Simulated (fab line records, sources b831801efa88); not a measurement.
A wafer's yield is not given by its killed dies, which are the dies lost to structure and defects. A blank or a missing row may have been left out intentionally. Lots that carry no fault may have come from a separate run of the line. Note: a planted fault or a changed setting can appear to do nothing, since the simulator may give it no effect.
fab line records	flow sky130
record: lots: 5	wafers: 23
route steps=708 shown POLY_GATE@213 RES_PROTECT@214 LDD_P@264 LDD_LDN@297 SD_N@344 LI_CONTACT@364 LOCAL_INTERCONNECT@401
start-h: hours from the record's opening day to when the first of the lot's shown wafers began	wait-h: hours from the lot's prior step to this one	" unchanged from the row above	L1.1+2: a row that stands for several wafers	- no value, or no start given	* or withheld: withheld	< > ~ a bound
route shown NAME@n: a module of which the file shows steps, and the number in the route of the first	usual: mean/standard deviation taken from wafers without a fault	same: alike in all rows	chamber/n: place in a boat	sites: each site's reading	_std_site: their standard deviation	_edge_site: the outer-site mean with the inner-site mean subtracted	radius-mm: how far each site lies from the wafer's centre	mask NAME#n: copy n	behind: the last tool/chamber to shape the wafer	hold: why the lot went on hold/how many hours it stayed there/how the hold came to an end	device: names the non-switching transistor (n, p or np)	end of line: at the end of the route, the tests of the same wafers	where a step has no rows: the recipe by itself	killed: dies lost to structure and defects at the first sort, not the wafer's yield	map: the dies of a wafer, with x for killed, . for not killed, _ for no die there
set.NAME: setting as actually run; set.NAME@STEP: the setting as run at that earlier step	model.NAME: the simulator's own value behind a step, which no gauge read
lots with deliberately changed settings; one table per step, one row per wafer
== steps ==
step: SKY_POLY_GATE_IMPLANT_02
recipe: species: P	energy-kev: 30	dose-cm2: 7.7e+15	tilt-deg: 0
lot.wafer	tool	chamber	start-h	wait-h	set.energy-kev	model.implant.drp-nm
L075.1+2+6	implanter-04	0	375.29	0.1	30	16.6
L074.1+2+6	implanter-04	0	375.59	0.1	29.38	16.39
L074.3+4	"	0	"	"	30	16.6
L077.1+2+4+5+6	implanter-03	0	375.89	0.1	30	16.6
L079.1+2+5	implanter-04	0	385.63	0.1	29.51	16.44
L079.4+6	"	0	"	"	30	16.6
L083.1+5	implanter-03	0	405.48	0.1	30	16.6
L083.2+4+6	"	0	"	"	29.49	16.43
step: SKY_RES_PROTECT_STRIP_07
recipe: chemistry: O2/N2	power-w: 1400	pressure-mtorr: 1500	platen-temp-c: withheld	o2-flow-sccm: 3000	n2-flow-sccm: 300	overash-fraction: 0.5
usual: strip-time-to-endpoint-s: 23.28/0.032
lot.wafer	tool	chamber	start-h	wait-h	set.energy-kev@POLY_GATE_IMPLANT_02	strip-time-to-endpoint-s
L075.1	plasma-asher-02	0	375.44	0.1	30	23.33
L075.2	"	1	"	"	30	23.36
L075.6	"	1	"	"	30	23.32
L074.1	plasma-asher-02	1	375.74	0.1	29.38	23.07
L074.2	"	0	"	"	29.38	23.08
L074.3	"	1	"	"	30	23.30
L074.4	"	0	"	"	30	23.25
L074.6	"	0	"	"	29.38	23.12
L077.1	plasma-asher-01	1	376.04	0.1	30	23.30
L077.2	"	0	"	"	30	23.28
L077.4	"	0	"	"	30	23.31
L077.5	"	0	"	"	30	23.33
L077.6	"	1	"	"	30	23.33
L079.1	plasma-asher-01	0	385.78	0.1	29.51	23.12
L079.2	"	1	"	"	29.51	23.14
L079.4	"	0	"	"	30	23.24
L079.5	"	1	"	"	29.51	23.10
L079.6	"	0	"	"	30	23.29
L083.1	plasma-asher-01	0	405.63	0.1	30	23.27
L083.2	"	1	"	"	29.49	23.09
L083.4	"	1	"	"	29.49	23.08
L083.5	"	0	"	"	30	23.28
L083.6	"	1	"	"	29.49	23.16
step: SKY_LDD_P_IMPLANT_09
recipe: species: BF2	energy-kev: 25	dose-cm2: 1e+13	tilt-deg: withheld
lot.wafer	tool	chamber	start-h	wait-h	set.dose-cm2
L077.1+4+6	implanter-04	0	472.42	0.0	9.575e+12
L077.2+5	"	0	"	"	1e+13
L074.1+3	implanter-01	0	473.37	0.0	1.063e+13
L074.2+4+6	"	0	"	"	1e+13
L075.1+2+6	implanter-02	0	474.73	0.0	1e+13
L079.1+4+5	implanter-01	0	483.37	0.0	1e+13
L079.2+6	"	0	"	"	1.068e+13
L083.1+4+6	implanter-02	0	503.73	0.0	1.073e+13
L083.2+5	"	0	"	"	1e+13
step: SKY_LDD_P_STRIP_10
recipe: chemistry: O2/N2	power-w: 1400	pressure-mtorr: 1500	platen-temp-c: withheld	o2-flow-sccm: 3000	n2-flow-sccm: 300	overash-fraction: 0.5
step: SKY_LDD_P_TW_MEAS_11
usual: LDD_P_TW: 636.3/2.9
lot.wafer	tool	chamber	start-h	wait-h	set.dose-cm2@LDD_P_IMPLANT_09	LDD_P_TW
L077.1	film-metro-02	-	472.67	0.1	9.575e+12	623.8
L077.2	"	-	"	"	1e+13	633.4
L077.4	"	-	"	"	9.575e+12	622.2
L077.5	"	-	"	"	1e+13	631.1
L077.6	"	-	"	"	9.575e+12	625.6
L074.1	film-metro-04	-	473.62	0.1	1.063e+13	648.9
L074.2	"	-	"	"	1e+13	638.4
L074.3	"	-	"	"	1.063e+13	644.6
L074.4	"	-	"	"	1e+13	637.7
L074.6	"	-	"	"	1e+13	638.6
L075.1	film-metro-01	-	474.98	0.1	1e+13	637.4
L075.2	"	-	"	"	1e+13	636.8
L075.6	"	-	"	"	1e+13	636.5
L079.1	film-metro-01	-	483.62	0.1	1e+13	641.0
L079.2	"	-	"	"	1.068e+13	650.1
L079.4	"	-	"	"	1e+13	634.8
L079.5	"	-	"	"	1e+13	638.0
L079.6	"	-	"	"	1.068e+13	646.9
L083.1	film-metro-01	-	503.98	0.1	1.073e+13	654.2
L083.2	"	-	"	"	1e+13	640.6
L083.4	"	-	"	"	1.073e+13	656.0
L083.5	"	-	"	"	1e+13	639.8
L083.6	"	-	"	"	1.073e+13	654.4
step: SKY_LDD_LDN_IMPLANT_08
recipe: species: As	energy-kev: 15	dose-cm2: 1.25e+13	tilt-deg: withheld	rotation-deg: 23
lot.wafer	tool	chamber	start-h	wait-h	set.energy-kev	model.implant.rp-nm	model.implant.drp-nm
L077.1+2	implanter-01	0	565.49	0.0	15	13.16	5.933
L077.4+5+6	"	0	"	"	14.53	13.1	5.804
L074.1+4	implanter-02	0	565.79	0.0	15.25	12.9	5.999
L074.2+3+6	"	0	"	"	15	12.75	5.933
L075.1+2+6	implanter-03	0	566.99	0.0	15	13.01	5.933
L079.1+2+4+5+6	implanter-03	0	573.86	0.0	15	13.21	5.933
L083.1+2+5	implanter-03	0	593.04	0.0	15	12.63	5.933
L083.4+6	"	0	"	"	15.66	13.02	6.107
step: SKY_SD_N_COAT_02
recipe: resist: NOVOLAK	spin-rpm: 3000	resist-thk-nm: 1140
lot.wafer	tool	chamber	start-h	wait-h	set.spin-rpm	model.NOVOLAK_of_SD_N_COAT_02.thk-nm
L077.1	litho-track-04	0	669.13	0.1	3000	1143
L077.2	"	0	"	"	3086	1123
L077.4	"	0	"	"	3000	1138
L077.5	"	0	"	"	3086	1121
L077.6	"	0	"	"	3000	1137
L074.1+6	litho-track-02	0	669.61	0.1	2864	1170
L074.2+3+4	"	0	"	"	3000	1146
L075.1+2	litho-track-02	0	672.21	0.1	3000	1139
L075.6	"	0	"	"	3000	1138
L079.1	litho-track-03	0	676.64	0.1	3000	1141
L079.2	"	0	"	"	3000	1136
L079.4+5	"	0	"	"	3000	1137
L079.6	"	0	"	"	3000	1134
L083.1+4	litho-track-04	0	694.33	0.1	3000	1136
L083.2+6	"	0	"	"	3000	1139
L083.5	"	0	"	"	3000	1137
step: SKY_SD_N_IMPLANT_09
recipe: species: As	energy-kev: 50	dose-cm2: 4e+15	tilt-deg: 0
lot.wafer	tool	chamber	start-h	wait-h	set.energy-kev	model.implant.rp-nm	model.implant.drp-nm
L077.1+2+6	implanter-04	0	683.54	0.0	50	32.45	14.11
L077.4+5	"	0	"	"	51.44	33.21	14.41
L074.1+2+6	implanter-01	0	683.84	0.0	50	32.35	14.11
L074.3+4	"	0	"	"	51.85	33.32	14.5
L075.1+2+6	implanter-01	0	686.17	0.0	50	31.74	14.11
L079.1+2+4	implanter-04	0	689.58	0.0	47.45	30.34	13.57
L079.5+6	"	0	"	"	50	31.66	14.11
L083.1+5+6	implanter-01	0	708.97	0.0	50	31.35	14.11
L083.2+4	"	0	"	"	52.01	32.37	14.53
step: SKY_SD_N_IMPLANT_10
recipe: species: P	energy-kev: 20	dose-cm2: 1e+14	tilt-deg: 0
step: SKY_SD_N_STRIP_11
recipe: chemistry: O2/N2	power-w: 1400	pressure-mtorr: 1500	platen-temp-c: withheld	o2-flow-sccm: 3000	n2-flow-sccm: 300	overash-fraction: 0.5
usual: strip-time-to-endpoint-s: 22.54/0.041
lot.wafer	tool	chamber	start-h	wait-h	set.spin-rpm@SD_N_COAT_02	set.energy-kev@SD_N_IMPLANT_09	strip-time-to-endpoint-s
L077.1	plasma-asher-03	0	683.84	0.1	3000	50	22.62
L077.2	"	1	"	"	3086	50	22.39
L077.4	"	0	"	"	3000	51.44	22.78
L077.5	"	1	"	"	3086	51.44	22.58
L077.6	"	0	"	"	3000	50	22.54
L074.1	plasma-asher-04	0	684.14	0.1	2864	50	22.86
L074.2	"	1	"	"	3000	50	22.61
L074.3	"	1	"	"	3000	51.85	22.88
L074.4	"	0	"	"	3000	51.85	22.91
L074.6	"	0	"	"	2864	50	22.87
L075.1	plasma-asher-03	0	686.77	0.2	3000	50	22.54
L075.2	"	1	"	"	3000	50	22.53
L075.6	"	0	"	"	3000	50	22.52
L079.1	plasma-asher-04	0	689.88	0.1	3000	47.45	22.18
L079.2	"	1	"	"	3000	47.45	22.13
L079.4	"	1	"	"	3000	47.45	22.13
L079.5	"	1	"	"	3000	50	22.52
L079.6	"	0	"	"	3000	50	22.48
L083.1	plasma-asher-02	0	709.27	0.1	3000	50	22.46
L083.2	"	1	"	"	3000	52.01	22.82
L083.4	"	1	"	"	3000	52.01	22.77
L083.5	"	0	"	"	3000	50	22.51
L083.6	"	1	"	"	3000	50	22.52
step: SKY_SD_N_TW_MEAS_12
usual: SD_N_TW: 3977/19
lot.wafer	tool	chamber	start-h	wait-h	set.energy-kev@SD_N_IMPLANT_09	SD_N_TW
L077.1	film-metro-04	-	683.94	0.1	50	3985
L077.2	"	-	"	"	50	3963
L077.4	"	-	"	"	51.44	4005
L077.5	"	-	"	"	51.44	3998
L077.6	"	-	"	"	50	3961
L074.1	film-metro-04	-	684.24	0.1	50	3982
L074.2	"	-	"	"	50	3972
L074.3	"	-	"	"	51.85	3998
L074.4	"	-	"	"	51.85	4025
L074.6	"	-	"	"	50	3965
L075.1	film-metro-04	-	686.87	0.1	50	3963
L075.2	"	-	"	"	50	3954
L075.6	"	-	"	"	50	3962
L079.1	film-metro-02	-	689.98	0.1	47.45	3911
L079.2	"	-	"	"	47.45	3912
L079.4	"	-	"	"	47.45	3882
L079.5	"	-	"	"	50	3947
L079.6	"	-	"	"	50	3958
L083.1	film-metro-04	-	709.37	0.1	50	4001
L083.2	"	-	"	"	52.01	4019
L083.4	"	-	"	"	52.01	4022
L083.5	"	-	"	"	50	3985
L083.6	"	-	"	"	50	3989
step: SKY_SD_N_CLEAN_13
recipe: chemistry: SC1/SC2	mix: 1:4:20	temp-c: 70	time-s: 150	dry: n2-spin
step: SKY_SD_N_RTA_14
recipe: temp-c: 1075	time-s: 2	idle-temp-c: 650	ramp-up-c-per-s: 150	ramp-down-c-per-s: 90	ambient: N2
step: SKY_SD_N_RS_MEAS_16
recipe: thk-meas-gauge: four-point-probe
usual: SD_N_RS: 68.57/0.12
lot.wafer	tool	chamber	start-h	wait-h	set.energy-kev@SD_N_IMPLANT_09	SD_N_RS[ohm/sq]
L077.1	film-metro-03	-	684.22	0.1	50	68.46
L077.2	"	-	"	"	50	68.47
L077.4	"	-	"	"	51.44	67.29
L077.5	"	-	"	"	51.44	67.62
L077.6	"	-	"	"	50	68.55
L074.1	film-metro-02	-	684.52	0.1	50	68.53
L074.2	"	-	"	"	50	68.53
L074.3	"	-	"	"	51.85	67.19
L074.4	"	-	"	"	51.85	67.26
L074.6	"	-	"	"	50	68.26
L075.1	film-metro-03	-	687.15	0.1	50	68.54
L075.2	"	-	"	"	50	68.58
L075.6	"	-	"	"	50	68.50
L079.1	film-metro-04	-	690.27	0.1	47.45	70.78
L079.2	"	-	"	"	47.45	70.54
L079.4	"	-	"	"	47.45	70.71
L079.5	"	-	"	"	50	68.73
L079.6	"	-	"	"	50	68.80
L083.1	film-metro-03	-	709.65	0.1	50	68.71
L083.2	"	-	"	"	52.01	67.34
L083.4	"	-	"	"	52.01	67.16
L083.5	"	-	"	"	50	68.56
L083.6	"	-	"	"	50	68.52
step: SKY_LI_CONTACT_CMP_02
recipe: material: PSG	down-force-psi: 4	platen-rpm: 60	pad-velocity-m-s: 0.94248
lot.wafer	tool	chamber	start-h	wait-h	set.leave-above-ref-nm	model.PSG_of_LI_CONTACT_HDPCVD_00.thk-nm
L077.2	cmp-01	1	684.85	0.1	634.8	635.9
L077.4	"	2	"	"	597.2	597.3
L077.1	"	3	"	"	634.8	634.9
L077.6	"	0	"	"	597.2	597.1
L077.5	"	1	"	"	634.8	635.4
L074.4	cmp-02	1	685.06	0.0	597.2	596.6
L074.2	"	2	"	"	597.2	597.2
L074.3	"	3	"	"	597.2	597.4
L074.1	"	0	"	"	597.2	595.9
L074.6	"	1	"	"	597.2	595.6
L075.1	cmp-01	3	687.69	0.1	597.2	598.6
L075.2	"	2	"	"	597.2	599.6
L075.6	"	3	"	"	597.2	598.3
L079.4	cmp-02	3	690.86	0.1	597.2	597.3
L079.2	"	0	"	"	556.6	555.6
L079.1	"	1	"	"	556.6	556.5
L079.6	"	2	"	"	597.2	596.9
L079.5	"	3	"	"	556.6	557.2
L083.1	cmp-01	0	710.19	0.1	597.2	596.6
L083.2	"	1	"	"	597.2	599.1
L083.4	"	3	"	"	597.2	598.2
L083.5	"	0	"	"	597.2	596
L083.6	"	1	"	"	597.2	598
step: SKY_LI_CONTACT_EXPOSE_09
recipe: mask-id: LICM1	na: 0.8	source-shape: annular	sigma-inner: 0.55	sigma-outer: 0.85	target-cd-nm: 170	dose-mj: 38
lot.wafer	tool	chamber	start-h	wait-h	mask	set.dose-mj
L077.1+5	krf-scanner-02	0	-	-	LICM1#0	40.67
L077.2+4+6	"	0	"	"	LICM1#0	38
L074.1+2+3+4+6	krf-scanner-02	0	-	-	LICM1#0	38
L075.1+2+6	krf-scanner-01	0	-	-	LICM1#0	38
L079.1+2	krf-scanner-02	0	-	-	LICM1#0	38
L079.4+5+6	"	0	"	"	LICM1#0	35.85
L083.1+4+5	krf-scanner-02	0	-	-	LICM1#0	38
L083.2+6	"	0	"	"	LICM1#0	39.87
step: SKY_LI_CONTACT_PEB_10
recipe: peb-temp-c: withheld	peb-time-s: withheld	resist: KrF-thick
step: SKY_LI_CONTACT_DEVELOP_11
recipe: develop-time-s: 60	resist: KrF-thick	dev-temp-c: 21
step: SKY_LI_CONTACT_CD_MEAS_12
recipe: target-cd-nm: 170
usual: cd-nm: 170.0/1.2
lot.wafer	tool	chamber	start-h	wait-h	set.dose-mj@LI_CONTACT_EXPOSE_09	cd-nm
L077.1	cd-sem-02	-	711.96	-	40.67	185.1
L077.2	"	-	"	"	38	172.3
L077.4	"	-	"	"	38	171.8
L077.5	"	-	"	"	40.67	182.0
L077.6	"	-	"	"	38	172.0
L074.1	cd-sem-02	-	712.91	-	38	167.9
L074.2	"	-	"	"	38	168.7
L074.3	"	-	"	"	38	169.1
L074.4	"	-	"	"	38	168.9
L074.6	"	-	"	"	38	167.7
L075.1	cd-sem-02	-	715.18	-	38	169.1
L075.2	"	-	"	"	38	169.6
L075.6	"	-	"	"	38	167.2
L079.1	cd-sem-01	-	718.08	-	38	171.1
L079.2	"	-	"	"	38	169.5
L079.4	"	-	"	"	35.85	159.5
L079.5	"	-	"	"	35.85	160.3
L079.6	"	-	"	"	35.85	161.2
L083.1	cd-sem-02	-	737.68	-	38	171.6
L083.2	"	-	"	"	39.87	178.9
L083.4	"	-	"	"	38	171.8
L083.5	"	-	"	"	38	170.1
L083.6	"	-	"	"	39.87	180.1
step: SKY_LI_CONTACT_ETCH_14
recipe: chemistry: N2/H2	target: BARC	ion-energy-ev: 200	source-w: 500	bias-w: 100	pressure-mtorr: 30	n2-flow-sccm: 100	h2-flow-sccm: 200	stop-on: SiO2	time-s: 45.9	target-depth-a: 600
lot.wafer	tool	chamber	start-h	wait-h	set.dose-mj@LI_CONTACT_EXPOSE_09	model.LI_CONTACT.cd-nm
L077.1	rie-diel-03	3	712.12	0.0	40.67	184.8
L077.2	"	1	"	"	38	171.8
L077.4	"	2	"	"	38	173.8
L077.5	"	3	"	"	40.67	182
L077.6	"	0	"	"	38	172.4
L074.1	rie-diel-01	1	713.07	0.0	38	167.1
L074.2	"	2	"	"	38	169.2
L074.3	"	0	"	"	38	169
L074.4	"	3	"	"	38	169.1
L074.6	"	0	"	"	38	167.3
L075.1	rie-diel-03	0	715.33	0.0	38	169.4
L075.2	"	1	"	"	38	168.9
L075.6	"	0	"	"	38	167.4
L079.1	rie-diel-04	1	718.23	0.0	38	171.4
L079.2	"	3	"	"	38	168.8
L079.4	"	2	"	"	35.85	159.4
L079.5	"	3	"	"	35.85	159.1
L079.6	"	2	"	"	35.85	160.8
L083.1	rie-diel-03	2	737.83	0.0	38	172.8
L083.2	"	3	"	"	39.87	178.8
L083.4	"	0	"	"	38	171.9
L083.5	"	2	"	"	38	171.1
L083.6	"	1	"	"	39.87	178.7
step: SKY_LI_CONTACT_ETCH_15
recipe: target: PSG	chemistry: C4F8/O2/Ar	stop-on: Si	taper-deg: 4.15	mask-material: KrF-thick	source-w: 1500	bias-w: 1200	pressure-mtorr: 40	c4f8-flow-sccm: withheld	O2_flow_sccm: 6	Ar_flow_sccm: 300	time-s: withheld	target-depth-a: 6000
usual: oes-product-au: 0.837/0.004
lot.wafer	tool	chamber	start-h	wait-h	set.leave-above-ref-nm@LI_CONTACT_CMP_02	set.dose-mj@LI_CONTACT_EXPOSE_09	oes-product-au	model.LI_CONTACT.cd-nm	model.LI_CONTACT.feature-depth-nm
L077.1	rie-diel-03	3	712.16	0.0	634.8	40.67	0.867	183.8	634.9
L077.2	"	1	"	"	634.8	38	0.867	171.6	635.9
L077.4	"	2	"	"	597.2	38	0.836	173	597.3
L077.5	"	3	"	"	634.8	40.67	0.870	181.1	635.4
L077.6	"	0	"	"	597.2	38	0.837	172.3	597.1
L074.1	rie-diel-01	1	713.11	0.0	597.2	38	0.832	167.8	595.9
L074.2	"	2	"	"	597.2	38	0.831	169	597.2
L074.3	"	0	"	"	597.2	38	0.836	169.6	597.4
L074.4	"	3	"	"	597.2	38	0.831	167.4	596.6
L074.6	"	0	"	"	597.2	38	0.841	168.1	595.6
L075.1	rie-diel-03	0	715.38	0.0	597.2	38	0.836	169.8	598.6
L075.2	"	1	"	"	597.2	38	0.829	169	599.6
L075.6	"	0	"	"	597.2	38	0.843	167.5	598.3
L079.1	rie-diel-04	1	718.28	0.0	556.6	38	0.795	170.8	556.5
L079.2	"	3	"	"	556.6	38	0.810	167.6	555.6
L079.4	"	2	"	"	597.2	35.85	0.837	160.7	597.3
L079.5	"	3	"	"	556.6	35.85	0.809	157.6	557.2
L079.6	"	2	"	"	597.2	35.85	0.834	162	596.9
L083.1	rie-diel-03	2	737.88	0.0	597.2	38	0.838	171.9	596.6
L083.2	"	3	"	"	597.2	39.87	0.837	177.9	599.1
L083.4	"	0	"	"	597.2	38	0.844	172	598.2
L083.5	"	2	"	"	597.2	38	0.839	170.3	596
L083.6	"	1	"	"	597.2	39.87	0.835	179	598
step: SKY_LOCAL_INTERCONNECT_METAL_ETCH_14
recipe: target-depth-nm: 110	stop-on: PSG	chemistry: Cl2/BCl3	target: TiN	resist-sidewall-deg: 88	pressure-mtorr: 10	icp-w: 900	bias-w: 48.5	Cl2_flow_sccm: 60	bcl3-flow-sccm: 30	time-s: 31.4
usual: oes-product-au: 0.917/0.0076
lot.wafer	tool	chamber	start-h	wait-h	set.time-s	oes-product-au	model.KrF-thick_of_LOCAL_INTERCONNECT_COAT_06.thk-nm
L077.1	rie-metal-02	1	740.10	0.0	31.4	0.915	348.2
L077.2	"	0	"	"	27.84	0.977	353.2
L077.4	"	1	"	"	31.4	0.928	348.3
L077.5	"	0	"	"	27.84	0.986	353.1
L077.6	"	1	"	"	27.84	0.986	354.1
L074.1	rie-metal-01	1	741.40	0.0	31.4	0.912	346.1
L074.2	"	0	"	"	35.42	0.882	339.7
L074.3	"	1	"	"	35.42	0.884	340.3
L074.4	"	0	"	"	31.4	0.915	344.6
L074.6	"	1	"	"	31.4	0.907	345.9
L075.1	rie-metal-02	1	743.75	0.0	31.4	0.926	348
L075.2	"	0	"	"	31.4	0.917	350.1
L075.6	"	1	"	"	31.4	0.909	347.5
L079.1	rie-metal-04	1	746.17	0.1	31.4	0.932	347.6
L079.2	"	1	"	"	31.4	0.925	348
L079.4	"	1	"	"	31.4	0.923	349
L079.5	"	1	"	"	31.4	0.930	347.4
L079.6	"	1	"	"	31.4	0.923	347.2
L083.1	rie-metal-01	0	766.75	0.0	27.59	0.999	354.7
L083.2	"	1	"	"	27.59	0.988	356.4
L083.4	"	1	"	"	31.4	0.909	351.1
L083.5	"	0	"	"	31.4	0.910	348.1
L083.6	"	1	"	"	31.4	0.906	352.3
step: SKY_LOCAL_INTERCONNECT_STRIP_15
recipe: chemistry: O2/N2	power-w: 1400	pressure-mtorr: 1500	platen-temp-c: withheld	o2-flow-sccm: 3000	n2-flow-sccm: 300	overash-fraction: 0.5
usual: strip-time-to-endpoint-s: 4.718/0.022
lot.wafer	tool	chamber	start-h	wait-h	set.time-s@LOCAL_INTERCONNECT_METAL_ETCH_14	strip-time-to-endpoint-s
L077.1	plasma-asher-01	0	740.15	0.0	31.4	4.706
L077.2	"	1	"	"	27.84	4.782
L077.4	"	1	"	"	31.4	4.718
L077.5	"	1	"	"	27.84	4.770
L077.6	"	0	"	"	27.84	4.779
L074.1	plasma-asher-01	0	741.45	0.0	31.4	4.697
L074.2	"	1	"	"	35.42	4.640
L074.3	"	1	"	"	35.42	4.624
L074.4	"	0	"	"	31.4	4.674
L074.6	"	0	"	"	31.4	4.681
L075.1	plasma-asher-02	1	743.80	0.0	31.4	4.720
L075.2	"	0	"	"	31.4	4.738
L075.6	"	0	"	"	31.4	4.720
L079.1	plasma-asher-01	0	746.27	0.1	31.4	4.695
L079.2	"	1	"	"	31.4	4.713
L079.4	"	0	"	"	31.4	4.718
L079.5	"	1	"	"	31.4	4.705
L079.6	"	0	"	"	31.4	4.698
L083.1	plasma-asher-01	1	766.80	0.0	27.59	4.781
L083.2	"	0	"	"	27.59	4.796
L083.4	"	1	"	"	31.4	4.749
L083.5	"	0	"	"	31.4	4.693
L083.6	"	1	"	"	31.4	4.742
== key ==
split: step: SKY_POLY_GATE_IMPLANT_02	setting: energy-kev	stated: 30	by: wafer
response: step: SKY_POLY_GATE_IMPLANT_02	reading: model.implant.drp-nm	change: +0.101	per: 1%	r: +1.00
response: step: SKY_RES_PROTECT_STRIP_07	reading: strip-time-to-endpoint-s	change: *	per: 1%	r: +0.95
split: step: SKY_LDD_P_IMPLANT_09	setting: dose-cm2	stated: 1e+13	by: wafer
response: step: SKY_LDD_P_TW_MEAS_11	reading: LDD_P_TW	change: +1.71	per: 1%	r: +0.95
split: step: SKY_LDD_LDN_IMPLANT_08	setting: energy-kev	stated: 15	by: wafer
response: step: SKY_LDD_LDN_IMPLANT_08	reading: model.implant.rp-nm	change: +0.0674	per: 1%	r: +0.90
response: step: SKY_LDD_LDN_IMPLANT_08	reading: model.implant.drp-nm	change: +0.04	per: 1%	r: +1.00
split: step: SKY_SD_N_COAT_02	setting: spin-rpm	stated: 3000	by: wafer
response: step: SKY_SD_N_COAT_02	reading: model.NOVOLAK_of_SD_N_COAT_02.thk-nm	change: -5.56	per: 1%	r: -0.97
response: step: SKY_SD_N_STRIP_11	reading: strip-time-to-endpoint-s	slope: *	per: 1%	together-with: energy-kev@SD_N_IMPLANT_09	explained: 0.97
split: step: SKY_SD_N_IMPLANT_09	setting: energy-kev	stated: 50	by: wafer
response: step: SKY_SD_N_IMPLANT_09	reading: model.implant.rp-nm	change: +0.259	per: 1%	r: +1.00
response: step: SKY_SD_N_IMPLANT_09	reading: model.implant.drp-nm	change: +0.106	per: 1%	r: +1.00
response: step: SKY_SD_N_TW_MEAS_12	reading: SD_N_TW	change: +9.43	per: 1%	r: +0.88
response: step: SKY_SD_N_RS_MEAS_16	reading: SD_N_RS	change: -0.354	per: 1%	r: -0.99
response: step: SKY_SD_N_STRIP_11	reading: strip-time-to-endpoint-s	slope: *	per: 1%	together-with: spin-rpm@SD_N_COAT_02	explained: 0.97
split: step: SKY_LI_CONTACT_CMP_02	setting: leave-above-ref-nm	stated: 597.2	by: wafer
response: step: SKY_LI_CONTACT_CMP_02	reading: model.PSG_of_LI_CONTACT_HDPCVD_00.thk-nm	change: +6.02	per: 1%	r: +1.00
response: step: SKY_LI_CONTACT_ETCH_15	reading: oes-product-au	change: +0.00478	per: 1%	r: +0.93
response: step: SKY_LI_CONTACT_ETCH_15	reading: model.LI_CONTACT.feature-depth-nm	change: +6.02	per: 1%	r: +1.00
split: step: SKY_LI_CONTACT_EXPOSE_09	setting: dose-mj	stated: 38	by: wafer
response: step: SKY_LI_CONTACT_CD_MEAS_12	reading: cd-nm	change: +1.69	per: 1%	r: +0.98
response: step: SKY_LI_CONTACT_ETCH_14	reading: model.LI_CONTACT.cd-nm	change: +1.59	per: 1%	r: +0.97
response: step: SKY_LI_CONTACT_ETCH_15	reading: model.LI_CONTACT.cd-nm	change: +1.5	per: 1%	r: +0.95
split: step: SKY_LOCAL_INTERCONNECT_METAL_ETCH_14	setting: time-s	stated: 31.4	by: wafer
response: step: SKY_LOCAL_INTERCONNECT_METAL_ETCH_14	reading: oes-product-au	change: -0.00476	per: 1%	r: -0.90
response: step: SKY_LOCAL_INTERCONNECT_METAL_ETCH_14	reading: model.KrF-thick_of_LOCAL_INTERCONNECT_COAT_06.thk-nm	change: -0.434	per: 1%	r: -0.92
response: step: SKY_LOCAL_INTERCONNECT_STRIP_15	reading: strip-time-to-endpoint-s	change: *	per: 1%	r: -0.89
